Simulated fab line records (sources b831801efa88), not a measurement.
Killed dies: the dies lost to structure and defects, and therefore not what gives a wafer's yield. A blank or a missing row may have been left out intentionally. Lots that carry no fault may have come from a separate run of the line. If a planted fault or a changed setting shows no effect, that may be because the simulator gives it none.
Comparing a struck lot with a sound one	flow sky130	17 out of 708 route steps
Sound: the wafers L428.3, L428.4, L428.5. The struck wafers were L437.1, L437.2, L437.4. At the end, the cause is stated.
Per side, at each step with rows, come the tool, then ch with its chambers, and then its first start. Under that, the readings that differ: sound wafers	struck wafers	difference of the means	sigmas: that difference in standard deviations of wafers without a fault.
alike: words and numbers the same on both sides, and readings whose means are apart by under 2 such deviations; not compared: readings that were withheld, readings missing a value for some wafer, numbers with overlapping values and no deviation given by the record, and bounds like >300 which may hide the same value.
A row with sigmas, a row that says differs or no value, or rows on one side alone: a step with any of these is where the two part. Numbers that don't overlap but have no deviation are shown without sigmas and don't part them. Lack of a reading on every wafer of one side parts them only where that side has two or more wafers.

SKY_LDD_P_OVL_MEAS_08:
  sound on overlay-02, day 20 14:58; struck on overlay-01, day 23 18:52
  alike: LDD_P_OVL
following that, these wafers have no rows for 1 step: SKY_LDD_P_IMPLANT_09.
SKY_LDD_P_STRIP_10: strips in O2/N2.
  sound on plasma_asher-02 ch 0,1, day 20 15:11; struck on plasma_asher-02 ch 0,1, day 23 19:03
  alike: drypump_motor_current_A, n2_flow_sccm, o2_flow_sccm, oes_product_au, strip_time_to_endpoint_s
  not compared: rf_hours_counter_h
SKY_LDD_P_TW_MEAS_11:
  sound on film_metro-04, day 20 15:16; struck on film_metro-03, day 23 19:09
  alike: LDD_P_TW
then, 7 steps without rows for these wafers: SKY_LDD_HVN_DEHYDRATE_00 (time 60 s); SKY_LDD_HVN_HMDS_01 (prime time 60 s); SKY_LDD_HVN_COAT_02 (resist thk 300 nm); SKY_LDD_HVN_SOFTBAKE_03 (time 60 s); SKY_LDD_HVN_EXPOSE_04 (exposes mask HVNTM, target cd 700 nm); SKY_LDD_HVN_PEB_05; SKY_LDD_HVN_DEVELOP_06 (develop time 60 s).
SKY_LDD_HVN_OVL_MEAS_07:
  sound on overlay-01, day 21 21:43; struck on overlay-01, day 24 23:52
  alike: LDD_HVN_OVL
SKY_LDD_HVN_IMPLANT_08:
  sound on implanter-04 ch 0, day 21 21:47; struck on implanter-01 ch 0, day 24 23:53
reading	sound	struck	difference	sigmas
dose_ions_cm2	2.998e+13 2.996e+13 3.005e+13	2.017e+14 2.0174e+14 2.0174e+14	+1.717e+14	+99 or more
end_station_pressure_torr (Torr)	4.72e-06 5.18e-06 5.19e-06	6.49e-06 5.86e-06 5.79e-06	+1.02e-06	+4
faraday_current_uA	172 174 168	1119 1145 1126	+959	+99 or more
  alike: tilt_deg
SKY_LDD_HVN_STRIP_09: strips in O2/N2.
  sound on plasma_asher-02 ch 0,1, day 21 21:55; struck on plasma_asher-02 ch 0,1, day 25 00:02
  alike: drypump_motor_current_A, n2_flow_sccm, o2_flow_sccm, oes_product_au, strip_time_to_endpoint_s
  not compared: rf_hours_counter_h
SKY_LDD_HVN_TW_MEAS_10:
  sound on film_metro-03, day 21 22:00; struck on film_metro-03, day 25 00:08
reading	sound	struck	difference	sigmas
LDD_HVN_TW	1427 1430 1431	2572 2558 2578	+1140	+99 or more
then, 1 step without rows for these wafers: SKY_LDD_HVP_DEHYDRATE_00 (time 60 s).
-- a jump in the record: the struck wafers' starts before and after are 24 days apart (it breaks off in module LDD_HVP and resumes in module PAD_OPEN, where the first step shown is number 708 of the route) --
SKY_PAD_OPEN_PROBE_99:
  sound on prober-01, day 47 01:00; struck on prober-02, day 49 03:58
reading	sound	struck	difference	sigmas
killed_at_contacts	25 25 34	16 24 9	-12	-2
model.etest.tip_n_5v.rs_ohm_sq	1386 1405 1397	337.1 336.4 338.2	-1058.8	
model.etest.nfet_g5v0d10v5.r_on_ohm_um	1866 1885 1849	1421 1438 1422	-440	
model.etest.nfet_g5v0d10v5.drive_ua_um	617.4 614.1 616.5	741.3 739.7 738.6	+123.9	
model.etest.nfet_05v0_nvt.drive_ua_um	590.3 580 587.7	626 622.1 634.1	+41	
model.etest.tip_n_5v.rs_ohm_sq_range	25.56 26.48 22.17	8.332 10.21 7.85	-15.939	
model.etest.res_ndiff_hv.rs_ohm_sq	116.2 115.3 115.7	99.63 100 99.7	-15.96	
model.etest.ring_5v.delay_ps	44.7 44.87 44.22	40.55 40.45 40.68	-4.04	
  alike: killed_at_M0_to_M3, killed_at_M4_up, killed_at_front_end, killed_at_other, killed_dies, killed_open, killed_short
  not compared: model.etest.nfet_16v.drive_ua_um

## WHERE THEY PART
At SKY_LDD_HVN_IMPLANT_08 first; at SKY_PAD_OPEN_PROBE_99 last (within this record only).

WHY: what had been put in by the simulator
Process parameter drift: implanter-01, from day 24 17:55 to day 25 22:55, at SKY_LDD_HVN_IMPLANT_08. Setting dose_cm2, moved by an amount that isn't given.
